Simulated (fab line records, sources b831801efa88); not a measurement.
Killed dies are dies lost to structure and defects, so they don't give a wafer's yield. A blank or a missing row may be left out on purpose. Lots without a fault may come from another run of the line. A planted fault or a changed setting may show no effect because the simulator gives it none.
A struck lot beside a sound one | flow sfq_line | 14 steps out of a route of 325
Sound: wafers L746.1, L746.4, L746.5. Struck: wafer L753.5. (L753.3, L753.4 of the same lot were not struck and are left out.) The cause comes at the end.
At each step with rows: each side's tool, then ch and its chambers, then its first start. Under that, the readings that differ: sound wafers | struck wafers | difference of the means | sigmas: that difference in standard deviations of wafers without a fault.
alike: readings whose means differ by less than 2 such deviations, and words and numbers that are the same on both sides. not compared: withheld readings, readings that some wafer has no value for, bounds like >300 that may hide the same value, and numbers for which the record gives no deviation and whose values overlap.
The two part at a step that has a row with sigmas, a row that says differs or no value, or rows on one side only. Numbers that don't overlap but have no deviation are shown without sigmas and don't part them. A reading that every wafer of one side lacks parts them only if that side has two wafers or more.

first, 1 step without rows for these wafers: SFQ_TRILAYER_M4_STRIP_SOLV_CLEAN_098 (cleans in NMP, time 600 s).
SFQ_TRILAYER_I4_DEP_PECVD_099: deposits SiO2 from SiH4/N2O, time 111.11 s, target thk 500 nm.
  sound on pecvd-02 ch 0,1,2, day 49 06:53; struck on pecvd-02 ch 2, day 52 19:41
  alike: heater_power_w, throttle_valve_pct
SFQ_TRILAYER_I4_CMP_CMP_100: polishes SiO2.
  sound on cmp-01 ch 1,2,3, day 49 06:58; struck on cmp-01 ch 0, day 52 23:54
  alike: edge_zone_pressure_frac, motor_current_A, slurry_filter_dp_kPa, time_to_endpoint_s
SFQ_I4_BOW_MEAS_927:
  sound on film_metro-01, day 49 09:58; struck on film_metro-03, day 53 00:26
  alike: I4_BOW
SFQ_TRILAYER_I4_METRO_MEASURE_101:
  sound on film_metro-01, day 49 10:05; struck on film_metro-03, day 53 00:55
  alike: thk_nm
then, 6 steps without rows for these wafers: SFQ_TRILAYER_I4_VIA_LITHO_COAT_108 (resist thk 62 nm); SFQ_TRILAYER_I4_VIA_LITHO_COAT_103 (resist thk 650 nm); SFQ_TRILAYER_I4_VIA_LITHO_SOFTBAKE_107; SFQ_TRILAYER_I4_VIA_LITHO_EXPOSE_104 (exposes mask I4, target cd 700 nm); SFQ_TRILAYER_I4_VIA_LITHO_PEB_106 (peb time 60 s); SFQ_TRILAYER_I4_VIA_LITHO_DEVELOP_105 (time 60 s).
-- the record jumps here: 4 days lie between the struck wafers' starts before and after --
SFQ_I4_OVL_MEAS_928:
  sound on overlay-02, day 49 13:53; struck on overlay-01, day 57 08:55
  alike: I4_OVL
SFQ_TRILAYER_I4_VIA_BARC_OPEN_VIA_ETCH_146: etches BARC in O2, target depth 125 nm, time 41.7 s.
  sound on rie_diel-02 ch 0,2, day 49 13:55; struck on rie_diel-03 ch 1, day 57 08:56
  reading                     | sound             | struck | difference | sigmas
  bias_w (W)                  | 79.99 79.85 79.84 | 75.92  | -3.97      | -17
  drypump_motor_current_A (A) | 5.0 5.7 5.7       | 6.7    | +1.2       | +2
  alike: oes_product_au
  not compared: rf_hours_counter_h
SFQ_TRILAYER_I4_VIA_ETCH_VIA_ETCH_106: etches SiO2 in CHF3, stops on Nb, target depth 260 nm.
  sound on rie_diel-02 ch 0,2, day 49 13:57; struck on rie_diel-03 ch 1, day 57 08:58
  reading                     | sound       | struck | difference | sigmas
  drypump_motor_current_A (A) | 5.0 5.7 5.7 | 6.7    | +1.2       | +2
  alike: bias_w, oes_product_au

WHERE THEY PART
First at SFQ_TRILAYER_I4_VIA_BARC_OPEN_VIA_ETCH_146; last, within this record, at SFQ_TRILAYER_I4_VIA_ETCH_VIA_ETCH_106.

WHY: what the simulator had put in
Process parameter drift: rie_diel-03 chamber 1, from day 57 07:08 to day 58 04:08, at SFQ_TRILAYER_I4_VIA_BARC_OPEN_VIA_ETCH_146. Setting bias_w, moved by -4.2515, from 80. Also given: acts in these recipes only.
